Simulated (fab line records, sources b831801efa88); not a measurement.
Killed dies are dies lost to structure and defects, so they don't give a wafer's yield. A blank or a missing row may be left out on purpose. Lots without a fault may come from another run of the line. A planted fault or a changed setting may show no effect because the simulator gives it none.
fab line records | flow sfq_line
record lots=6 wafers=18 last_day=94
route steps=325 shown M6@255 I6@266 M7@281 I7@296 M8@325
lots that met no fault: from a run of the same line without faults
start_h: hours from the record's first day to the start of the lot's first wafer shown | wait_h: hours since the lot's step before | " the same as in the row above | L1.1+2: a row that stands for several wafers | - no value, or no start given | * or withheld: withheld | < > ~ a bound
route shown NAME@n: a module of which the file shows steps, and the number in the route of the first | usual: mean/standard deviation of fault-free wafers | same: alike in all rows | chamber/n: place in a boat | sites: the reading at each site | _std_site: their standard deviation | _edge_site: outer sites' mean less inner sites' | radius_mm: how far each site lies from the wafer's centre | mask NAME#n: copy n | behind: the tool/chamber that last shaped the wafer | hold: why the lot was held/for how many hours/how that ended | device: the transistor (n, p or np) that didn't switch | end of line: the same wafers' tests at the end of the route | a step without rows: its recipe alone | killed: dies lost to structure and defects at the first sort, not the wafer's yield | map: a wafer's dies, x killed, . not, _ none there
set.NAME: the setting as run; set.NAME@STEP: as run at that earlier step | model.NAME: the simulator's own value behind a step, which no gauge read
lots at some steps of the route; a table a step, a row a wafer
services: from which hour (start_h, from the record's first day; less than 0 if before it) a tool's chamber was out of use, for how many hours, and why
## steps
# step SFQ_TRILAYER_M6_LITHO_COAT_164
# recipe resist=BARC spin_rpm=3000 resist_thk_nm=62
# step SFQ_TRILAYER_M6_LITHO_COAT_159
# recipe resist=KrF spin_rpm=3000 resist_thk_nm=600
# step SFQ_TRILAYER_M6_LITHO_SOFTBAKE_163
# recipe temp_c=withheld time_s=withheld resist=KrF
# step SFQ_TRILAYER_M6_LITHO_EXPOSE_160
# recipe mask_id=M6 na=0.6 source_shape=conventional sigma_outer=0.65 target_cd_nm=500 dose_mj=14.4
# step SFQ_TRILAYER_M6_LITHO_PEB_162
# recipe peb_temp_c=115 peb_time_s=60 resist=KrF
# step SFQ_TRILAYER_M6_LITHO_DEVELOP_161
# recipe time_s=60 resist=KrF
# step SFQ_M6_OVL_MEAS_940
# usual M6_OVL=-2/5.6
# columns lot.wafer tool chamber start_h wait_h M6_OVL[nm]
L998.1 overlay-02 - 1745.30 0.1 -8
L998.2 " - " " -6
L998.6 " - " " -4
L999.2 overlay-02 - 1898.28 0.1 1
L999.5 " - " " -7
L999.6 " - " " -5
L104.1 overlay-01 - 1926.90 0.1 -3
L104.2 " - " " 2
L104.6 " - " " -1
L107.2 overlay-01 - 1936.50 0.1 -4
L107.5 " - " " -3
L107.6 " - " " 8
L113.3 overlay-01 - 1959.11 0.1 7
L113.4 " - " " -1
L113.6 " - " " -7
L115.1 overlay-02 - 1983.22 0.1 1
L115.5 " - " " 3
L115.6 " - " " -5
# step SFQ_TRILAYER_M6_BARC_OPEN_METAL_ETCH_206
# recipe mask_material=PR chemistry=O2 target_depth_nm=125 target=BARC icp_w=600 bias_w=80 pressure_mtorr=10 time_s=41.7
# step SFQ_TRILAYER_M6_ETCH_METAL_ETCH_162
# recipe target=Nb stop_on=SiO2 mask_material=PR chemistry=Cl2/Ar target_depth_nm=240 icp_w=600 bias_w=80 pressure_mtorr=10 time_s=120
# step SFQ_TRILAYER_M6_STRIP_STRIP_163
# recipe gas=O2 power_w=200 platen_temp_c=40 overash_fraction=0.65 chemistry=O2 pressure_mtorr=50
# usual drypump_motor_current_A=5.9/0.32 oes_product_au=1.006/0.008
# columns lot.wafer tool chamber start_h wait_h drypump_motor_current_A oes_product_au rf_hours_counter_h
L998.1 rie_metal-04 0 1745.52 0.1 6.2 1.014 101
L998.2 " 1 " " 6.1 0.996 123
L998.6 " 0 " " 6.2 1.006 -
L999.2 rie_metal-02 1 1898.49 0.1 6.2 1.001 52
L999.5 " 0 " " 5.4 1.008 -
L999.6 " 1 " " 6.2 1.002 -
L104.1 rie_metal-02 1 1927.12 0.1 6.3 1.004 57
L104.2 " 0 " " 5.4 0.994 119
L104.6 " 0 " " 5.4 1.002 -
L107.2 rie_metal-01 1 1936.72 0.1 5.4 1.016 1
L107.5 " 0 " " 5.9 1.005 -
L107.6 " 1 " " 5.5 1.016 -
L113.3 rie_metal-04 1 1959.90 0.5 6.1 1.014 -
L113.4 " 1 " " 6.1 1.014 -
L113.6 " 1 " " 6.1 1.009 -
L115.1 rie_metal-01 1 1983.63 0.2 5.5 1.006 8
L115.5 " 1 " " 5.5 1.006 -
L115.6 " 1 " " 5.5 1.012 -
# step SFQ_TRILAYER_M6_STRIP_SOLV_CLEAN_164
# recipe chemistry=NMP temp_c=70 time_s=600
# step SFQ_TRILAYER_I6_DEP_PECVD_165
# recipe material=SiO2 temp_c=150 time_s=111.11 pressure_torr=2.4 rf_w=183.3 precursor=SiH4/N2O target_thk_nm=500
# step SFQ_TRILAYER_I6_CMP_CMP_166
# recipe material=SiO2 down_force_psi=3 platen_rpm=60 pad_velocity_m_s=0.94248
# usual motor_current_A=10.0/0.97 platen_rpm=60.00/0.037 time_to_endpoint_s=214/7.9
# columns lot.wafer tool chamber start_h wait_h motor_current_A platen_rpm time_to_endpoint_s model.SiO2_of_TRILAYER_I6_DEP_PECVD_165.thk_nm
L998.1 cmp-02 2 1746.98 0.6 8.8 60.01 221 201.8
L998.2 " 1 1748.48 2.1 8.5 59.98 204 199.6
L998.6 " 3 1749.48 3.1 11.5 59.99 219 199.6
L999.2 cmp-01 1 1899.85 0.5 10.8 60.01 206 201.4
L999.5 " 0 1901.35 2.0 10.7 60.03 210 199.9
L999.6 " 1 " " 11.2 60.00 220 200.9
L104.1 cmp-02 1 1928.47 0.5 8.6 59.92 202 199.6
L104.2 " 2 " " 9.1 59.97 169 250
L104.6 " 0 1929.97 2.0 9.9 59.92 211 200.6
L107.2 cmp-02 1 1938.57 1.0 8.8 60.07 170 249.4
L107.6 " 3 1939.57 2.0 11.3 59.99 209 198.9
L107.5 " 0 " " 10.3 60.03 182 250.1
L113.3 cmp-01 1 1961.46 0.5 10.9 60.02 222 200.1
L113.4 " 3 1962.46 1.5 9.6 59.98 226 199.4
L113.6 " 1 1963.46 2.5 10.9 60.02 230 200.2
L115.1 cmp-01 3 1986.08 1.0 8.9 60.03 211 200.8
L115.6 " 1 1987.08 2.0 11.4 60.00 219 201.9
L115.5 " 2 " " 9.9 60.02 207 199
# step SFQ_I6_BOW_MEAS_941
# recipe mode=bow
# usual I6_BOW=7/11
# columns lot.wafer tool chamber start_h wait_h I6_BOW[um]
L998.1 film_metro-01 - 1749.98 2.5 7
L998.2 " - " " 0
L998.6 " - " " 8
L999.2 film_metro-02 - 1902.37 2.0 18
L999.5 " - " " 34
L999.6 " - " " 29
L104.1 film_metro-02 - 1930.97 2.0 14
L104.2 " - " " -8
L104.6 " - " " 6
L107.2 film_metro-03 - 1940.59 1.5 5
L107.5 " - " " 0
L107.6 " - " " 7
L113.3 film_metro-03 - 1964.00 2.0 2
L113.4 " - " " 16
L113.6 " - " " 21
L115.1 film_metro-01 - 1988.08 1.5 10
L115.5 " - " " 19
L115.6 " - " " 12
# step SFQ_TRILAYER_I6_METRO_MEASURE_167
# usual thk_nm=199.9/1.1
# columns lot.wafer tool chamber start_h wait_h thk_nm
L998.1 film_metro-01 - 1750.10 0.1 201.8
L998.2 " - " " 199.4
L998.6 " - " " 199.6
L999.2 film_metro-02 - 1902.67 0.3 201.4
L999.5 " - " " 199.9
L999.6 " - " " 200.9
L104.1 film_metro-02 - 1931.09 0.1 199.7
L104.2 " - " " 249.7
L104.6 " - " " 200.7
L107.2 film_metro-03 - 1940.89 0.3 249.3
L107.5 " - " " 249.9
L107.6 " - " " 198.8
L113.3 film_metro-03 - 1964.48 0.5 200.1
L113.4 " - " " 199.5
L113.6 " - " " 200.1
L115.1 film_metro-01 - 1988.20 0.1 200.7
L115.5 " - " " 198.8
L115.6 " - " " 201.9
# step SFQ_TRILAYER_I6_VIA_LITHO_COAT_174
# recipe resist=BARC spin_rpm=3000 resist_thk_nm=62
# step SFQ_TRILAYER_I6_VIA_LITHO_COAT_169
# recipe resist=KrF spin_rpm=3000 resist_thk_nm=650
# step SFQ_TRILAYER_I6_VIA_LITHO_SOFTBAKE_173
# recipe temp_c=withheld time_s=withheld resist=KrF
# step SFQ_TRILAYER_I6_VIA_LITHO_EXPOSE_170
# recipe mask_id=I6 na=0.6 source_shape=conventional sigma_outer=0.65 target_cd_nm=700 dose_mj=21.3
# step SFQ_TRILAYER_I6_VIA_LITHO_PEB_172
# recipe peb_temp_c=115 peb_time_s=60 resist=KrF
# step SFQ_TRILAYER_I6_VIA_LITHO_DEVELOP_171
# recipe time_s=60 resist=KrF
# step SFQ_I6_OVL_MEAS_942
# usual I6_OVL=-8/5.5
# columns lot.wafer tool chamber start_h wait_h I6_OVL[nm]
L998.1 overlay-01 - 1842.18 0.1 -7
L998.2 " - " " 3
L998.6 " - " " 1
L999.2 overlay-01 - 1912.30 0.1 -9
L999.5 " - " " -7
L999.6 " - " " -10
L104.1 overlay-01 - 1953.87 0.1 -18
L104.2 " - " " -14
L104.6 " - " " -8
L107.2 overlay-01 - 1967.83 0.1 -6
L107.5 " - " " -7
L107.6 " - " " -3
L113.3 overlay-01 - 1999.03 0.1 -9
L113.4 " - " " -8
L113.6 " - " " -9
L115.1 overlay-01 - 2018.27 0.1 -15
L115.5 " - " " -17
L115.6 " - " " -19
# step SFQ_TRILAYER_I6_VIA_BARC_OPEN_VIA_ETCH_235
# recipe mask_material=PR chemistry=O2 target_depth_nm=125 target=BARC source_w=500 bias_w=80 pressure_mtorr=30 time_s=41.7
# step SFQ_TRILAYER_I6_VIA_ETCH_VIA_ETCH_172
# recipe target=SiO2 stop_on=Nb mask_material=PR taper_deg=20 chemistry=CHF3 target_depth_nm=260 source_w=500 bias_w=80 pressure_mtorr=30 time_s=withheld
# usual drypump_motor_current_A=5.6/0.44 oes_product_au=0.854/0.0056
# columns lot.wafer tool chamber start_h wait_h drypump_motor_current_A oes_product_au model.etch.depth_nm model.I6.feature_depth_nm
L998.1 rie_diel-04 1 1842.25 0.0 5.6 0.859 201.8 201.8
L998.2 " 3 " " 5.0 0.854 199.6 199.6
L998.6 " 1 " " 5.6 0.857 199.6 199.6
L999.2 rie_diel-03 1 1912.37 0.0 5.7 0.857 201.4 201.4
L999.5 " 2 " " 5.5 0.855 199.9 199.9
L999.6 " 3 " " 5.9 0.855 200.9 200.9
L104.1 rie_diel-03 1 1953.95 0.0 5.7 0.848 199.6 199.6
L104.2 " 0 " " 5.7 0.975 250 250
L104.6 " 0 " " 5.7 0.854 200.6 200.6
L107.2 rie_diel-04 0 1967.90 0.0 6.6 0.973 249.4 249.4
L107.5 " 2 " " 4.6 0.970 250.1 250
L107.6 " 1 " " 5.6 0.849 198.9 198.9
L113.3 rie_diel-02 0 1999.10 0.0 5.6 0.850 200.1 200.1
L113.4 " 3 " " 6.0 0.858 199.4 199.4
L113.6 " 1 " " 5.9 0.853 200.2 200.2
L115.1 rie_diel-03 1 2018.35 0.0 5.7 0.847 200.8 200.8
L115.5 " 1 " " 5.7 0.847 199 199
L115.6 " 0 " " 5.6 0.864 201.9 201.9
# step SFQ_TRILAYER_I6_VIA_STRIP_STRIP_173
# recipe gas=O2 power_w=200 platen_temp_c=40 overash_fraction=0.65 chemistry=O2 pressure_mtorr=50
# step SFQ_TRILAYER_I6_VIA_STRIP_SOLV_CLEAN_174
# recipe chemistry=NMP temp_c=70 time_s=600
# step SFQ_TRILAYER_M7_DEP_PRE_CLEAN_176
# recipe gas=Ar time_s=22.5 bias_v=250
# columns lot.wafer tool chamber start_h wait_h model.SiO2_of_TRILAYER_I6_DEP_PECVD_165.thk_nm
L998.1 pvd_sputter-06 - 1843.14 0.0 194.3
L998.2+6 " - " " 192.1
L999.2 pvd_sputter-03 - 1913.26 0.0 193.9
L999.5 " - " " 192.4
L999.6 " - " " 193.4
L104.1 pvd_sputter-04 - 1955.05 0.0 192.1
L104.2 " - " " 242.5
L104.6 " - " " 193.1
L107.2 pvd_sputter-06 - 1968.79 0.0 241.9
L107.5 " - " " 242.6
L107.6 " - " " 191.4
L113.3 pvd_sputter-04 - 1999.99 0.0 192.6
L113.4 " - " " 191.9
L113.6 " - " " 192.7
L115.1 pvd_sputter-04 - 2019.25 0.0 193.3
L115.5 " - " " 191.5
L115.6 " - " " 194.4
# step SFQ_TRILAYER_M7_DEP_SPUTTER_175
# recipe material=Nb base_pressure_pa=1.33e-06 chamber_pressure_pa=0.1333 substrate_temp_c=20 target_thk_nm=200 power_w=2000 time_s=133.3
# usual cathode_dc_power_W=2000.0/0.34 substrate_temp_c=20.01/0.1 throttle_valve_pct=30.0/1.3
# columns lot.wafer tool chamber start_h wait_h cathode_dc_power_W substrate_temp_c throttle_valve_pct
L998.1 pvd_sputter-06 - 1843.17 0.0 1999.6 19.96 30.0
L998.2 " - " " 2000.2 20.08 27.1
L998.6 " - " " 1999.7 20.01 29.4
L999.2 pvd_sputter-03 - 1913.29 0.0 2000.2 20.00 31.1
L999.5 " - " " 2000.3 19.92 29.6
L999.6 " - " " 1999.9 19.93 31.4
L104.1 pvd_sputter-04 - 1955.08 0.0 2000.1 19.92 31.3
L104.2 " - " " 1999.7 20.15 31.6
L104.6 " - " " 2000.0 20.24 31.1
L107.2 pvd_sputter-06 - 1968.82 0.0 1999.9 19.93 30.2
L107.5 " - " " 2000.2 20.14 30.3
L107.6 " - " " 2000.0 20.11 29.3
L113.3 pvd_sputter-04 - 2000.02 0.0 1999.5 20.04 31.2
L113.4 " - " " 1999.9 19.98 30.9
L113.6 " - " " 2000.2 20.08 31.0
L115.1 pvd_sputter-04 - 2019.28 0.0 2000.2 20.08 31.1
L115.5 " - " " 1999.9 19.93 30.9
L115.6 " - " " 2000.2 19.86 31.6
# step SFQ_M7_RS_MEAS_943
# recipe thk_meas_gauge=four-point-probe reads=Nb_of_TRILAYER_M7_DEP_SPUTTER_175
# usual M7_NB_RS=0.888/0.0085
# columns lot.wafer tool chamber start_h wait_h M7_NB_RS[ohm/sq]
L998.1 film_metro-04 - 1843.26 0.0 0.882
L998.2 " - " " 0.878
L998.6 " - " " 0.883
L999.2 film_metro-02 - 1913.40 0.1 0.895
L999.5 " - " " 0.884
L999.6 " - " " 0.890
L104.1 film_metro-01 - 1955.17 0.0 0.882
L104.2 " - " " 0.893
L104.6 " - " " 0.882
L107.2 film_metro-04 - 1968.93 0.1 0.893
L107.5 " - " " 0.893
L107.6 " - " " 0.890
L113.3 film_metro-02 - 2000.15 0.1 0.897
L113.4 " - " " 0.890
L113.6 " - " " 0.899
L115.1 film_metro-01 - 2019.37 0.0 0.882
L115.5 " - " " 0.879
L115.6 " - " " 0.882
# step SFQ_TRILAYER_M7_LITHO_COAT_182
# recipe resist=BARC spin_rpm=3000 resist_thk_nm=62
# step SFQ_TRILAYER_M7_LITHO_COAT_177
# recipe resist=KrF spin_rpm=3000 resist_thk_nm=600
# step SFQ_TRILAYER_M7_LITHO_SOFTBAKE_181
# recipe temp_c=withheld time_s=withheld resist=KrF
# step SFQ_TRILAYER_M7_LITHO_EXPOSE_178
# recipe mask_id=M7 na=0.6 source_shape=conventional sigma_outer=0.65 target_cd_nm=500 dose_mj=14.4
# step SFQ_TRILAYER_M7_LITHO_PEB_180
# recipe peb_temp_c=115 peb_time_s=60 resist=KrF
# step SFQ_TRILAYER_M7_LITHO_DEVELOP_179
# recipe time_s=60 resist=KrF
# step SFQ_M7_OVL_MEAS_945
# usual M7_OVL=3/6.4
# columns lot.wafer tool chamber start_h wait_h M7_OVL[nm]
L998.1 overlay-01 - 1845.69 0.1 2
L998.2 " - " " 8
L998.6 " - " " 4
L999.2 overlay-02 - 2002.43 0.1 11
L999.5 " - " " 5
L999.6 " - " " 10
L104.1 overlay-01 - 2029.42 0.1 4
L104.2 " - " " 10
L104.6 " - " " 11
L107.2 overlay-01 - 2037.38 0.1 0
L107.5 " - " " -4
L107.6 " - " " -4
L113.3 overlay-01 - 2069.57 0.1 8
L113.4 " - " " 6
L113.6 " - " " 8
L115.1 overlay-02 - 2091.15 0.1 -5
L115.5 " - " " 3
L115.6 " - " " 3
# step SFQ_TRILAYER_M7_BARC_OPEN_METAL_ETCH_229
# recipe mask_material=PR chemistry=O2 target_depth_nm=125 target=BARC icp_w=600 bias_w=80 pressure_mtorr=10 time_s=41.7
# usual drypump_motor_current_A=5.6/0.34 oes_product_au=0.686/0.0047
# columns lot.wafer tool chamber start_h wait_h drypump_motor_current_A oes_product_au rf_hours_counter_h
L998.1 rie_metal-02 0 1845.73 0.0 5.4 0.688 107
L998.2 " 1 " " 6.2 0.678 45
L998.6 " 1 " " 6.2 0.688 -
L999.2 rie_metal-01 0 2002.46 0.0 5.9 0.685 2
L999.5 " 1 " " 5.5 0.694 -
L999.6 " 0 " " 5.9 0.691 -
L104.1 rie_metal-01 0 2029.46 0.0 5.9 0.680 7
L104.2 " 1 " " 5.5 0.685 19
L104.6 " 0 " " 5.9 0.683 -
L107.2 rie_metal-01 1 2037.41 0.0 5.4 0.693 20
L107.5 " 0 " " 5.9 0.680 -
L107.6 " 1 " " 5.5 0.681 -
L113.3 rie_metal-03 0 2069.61 0.0 5.4 0.687 -
L113.4 " 1 " " 5.3 0.687 -
L113.6 " 0 " " 5.4 0.686 -
L115.1 rie_metal-03 1 2091.19 0.0 5.3 0.678 105
L115.5 " 1 " " 5.3 0.695 -
L115.6 " 0 " " 5.4 0.682 -
# step SFQ_TRILAYER_M7_ETCH_METAL_ETCH_180
# recipe target=Nb stop_on=SiO2 mask_material=PR chemistry=Cl2/Ar target_depth_nm=240 icp_w=600 bias_w=80 pressure_mtorr=10 time_s=120
# step SFQ_TRILAYER_M7_STRIP_STRIP_181
# recipe gas=O2 power_w=200 platen_temp_c=40 overash_fraction=0.65 chemistry=O2 pressure_mtorr=50
# usual drypump_motor_current_A=5.6/0.35 oes_product_au=0.999/0.009
# columns lot.wafer tool chamber start_h wait_h drypump_motor_current_A oes_product_au rf_hours_counter_h
L998.1 rie_metal-02 0 1845.91 0.1 5.4 0.986 107
L998.2 " 1 " " 6.2 0.999 45
L998.6 " 1 " " 6.3 0.989 -
L999.2 rie_metal-01 0 2002.65 0.1 5.9 0.995 2
L999.5 " 1 " " 5.4 1.008 -
L999.6 " 0 " " 5.8 1.005 -
L104.1 rie_metal-01 0 2029.65 0.1 5.8 0.986 8
L104.2 " 1 " " 5.4 1.005 19
L104.6 " 0 " " 5.8 0.997 -
L107.2 rie_metal-01 1 2037.60 0.1 5.5 1.012 20
L107.5 " 0 " " 5.8 0.994 -
L107.6 " 1 " " 5.5 1.022 -
L113.3 rie_metal-03 0 2069.97 0.2 5.4 0.995 -
L113.4 " 1 " " 5.3 0.990 -
L113.6 " 0 " " 5.4 1.001 -
L115.1 rie_metal-03 1 2091.44 0.1 5.3 1.006 106
L115.5 " 1 " " 5.3 0.997 -
L115.6 " 0 " " 5.3 0.987 -
# step SFQ_TRILAYER_M7_STRIP_SOLV_CLEAN_182
# recipe chemistry=NMP temp_c=70 time_s=600
# step SFQ_TRILAYER_I7_DEP_PECVD_183
# recipe material=SiO2 temp_c=150 time_s=111.11 pressure_torr=2.4 rf_w=183.3 precursor=SiH4/N2O target_thk_nm=500
# usual heater_power_w=80/11 throttle_valve_pct=24.4/1.5
# columns lot.wafer tool chamber start_h wait_h heater_power_w throttle_valve_pct
L998.1 pecvd-04 0 1846.69 0.0 86 23.1
L998.2 " 2 " " 68 23.6
L998.6 " 0 " " 89 23.2
L999.2 pecvd-01 0 2003.44 0.0 64 27.7
L999.5 " 0 " " 67 27.7
L999.6 " 2 " " 76 25.9
L104.1 pecvd-04 1 2030.60 0.0 101 23.7
L104.2 " 0 " " 80 23.7
L104.6 " 0 " " 83 23.4
L107.2 pecvd-01 2 2038.37 0.0 78 26.0
L107.5 " 0 " " 75 28.0
L107.6 " 2 " " 82 26.1
L113.3 pecvd-01 2 2070.55 0.0 74 24.0
L113.4 " 1 " " 76 21.4
L113.6 " 2 " " 77 23.7
L115.1 pecvd-01 2 2092.41 0.0 79 24.1
L115.5 " 1 " " 60 21.5
L115.6 " 0 " " 77 22.7
# step SFQ_M8_BOW_MEAS_951
# recipe mode=bow
# usual M8_BOW=8/12
# columns lot.wafer tool chamber start_h wait_h M8_BOW[um] model.etest.i6.link_ohm
L998.1 film_metro-03 - 2021.73 0.0 8 1.856
L998.2 " - " " 0 1.845
L998.6 " - " " 7 1.858
L999.2 film_metro-01 - 2090.06 0.0 21 1.876
L999.5 " - " " 38 1.866
L999.6 " - " " 32 1.87
L104.1 film_metro-01 - 2122.22 0.0 17 1.871
L104.2 " - " " -7 1.903
L104.6 " - " " 9 1.866
L107.2 film_metro-03 - 2130.86 0.0 6 1.894
L107.5 " - " " 0 1.898
L107.6 " - " " 7 1.874
L113.3 film_metro-01 - 2235.06 0.0 9 1.873
L113.4 " - " " 23 1.868
L113.6 " - " " 29 1.884
L115.1 film_metro-03 - 2267.83 0.0 14 1.859
L115.5 " - " " 23 1.866
L115.6 " - " " 16 1.867
## services
# columns tool chamber start_h hours kind
rie_metal-02 1 1724.98 5.9 repair
pecvd-01 - 1729.74 14.6 pm
rie_metal-03 1 1740.91 10.2 repair
cmp-01 - 1748.65 1.2 repair
cmp-01 - 1749.81 0.7 repair
rie_metal-01 1 1755.90 3.2 repair
cmp-01 - 1762.65 0.4 repair
rie_diel-03 0 1769.48 28.8 repair
cmp-02 - 1771.68 4.0 pm
rie_diel-03 2 1781.72 13.5 repair
rie_diel-03 3 1782.74 8.1 repair
pvd_sputter-06 - 1815.70 5.2 repair
rie_diel-03 - 1819.68 0.7 repair
cmp-02 - 1823.71 4.4 repair
cmp-01 - 1829.80 0.7 repair
rie_diel-03 - 1832.58 1.0 repair
pvd_sputter-04 - 1865.09 2.7 repair
pvd_sputter-04 - 1945.80 2.1 repair
pecvd-01 0 1973.50 3.5 repair
rie_metal-01 - 1979.37 2.8 pm
rie_metal-03 1 2006.65 2.2 repair
pecvd-01 - 2055.75 14.0 pm
rie_metal-02 - 2067.98 1.4 repair
pvd_sputter-04 - 2071.67 2.7 repair
## key
first_sign step=SFQ_TRILAYER_I6_CMP_CMP_166 reading=time_to_endpoint_s direction=down sigmas=5.1 usual=* struck=*
effect step=SFQ_TRILAYER_I6_METRO_MEASURE_167 reading=thk_nm direction=up sigmas=47 usual=199.9 struck=249.6
effect step=SFQ_TRILAYER_I6_VIA_ETCH_VIA_ETCH_172 reading=oes_product_au direction=up sigmas=21 usual=0.854 struck=0.973
model_effect step=SFQ_TRILAYER_I6_CMP_CMP_166 value=SiO2_of_TRILAYER_I6_DEP_PECVD_165.thk_nm without=199.8 struck=249.8
model_effect step=SFQ_TRILAYER_I6_VIA_ETCH_VIA_ETCH_172 value=etch.depth_nm without=199.8 struck=249.8
model_effect step=SFQ_TRILAYER_M7_DEP_PRE_CLEAN_176 value=SiO2_of_TRILAYER_I6_DEP_PECVD_165.thk_nm without=192.3 struck=242.3
model_effect step=SFQ_M8_BOW_MEAS_951 value=etest.i6.link_ohm without=1.875 struck=1.898
met_at SFQ_TRILAYER_I6_CMP_CMP_166
struck_wafers L104.2,L107.2,L107.5
onset_between 1746.98 1928.47
fault kind=process_parameter_drift tool=cmp-02 chamber=- onset_h=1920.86 steps=SFQ_TRILAYER_I6_CMP_CMP_166 channel=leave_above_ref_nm offset=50 shape=step end_h=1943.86 scope=struck_wafers_only acts_in=these_recipes_only stated=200
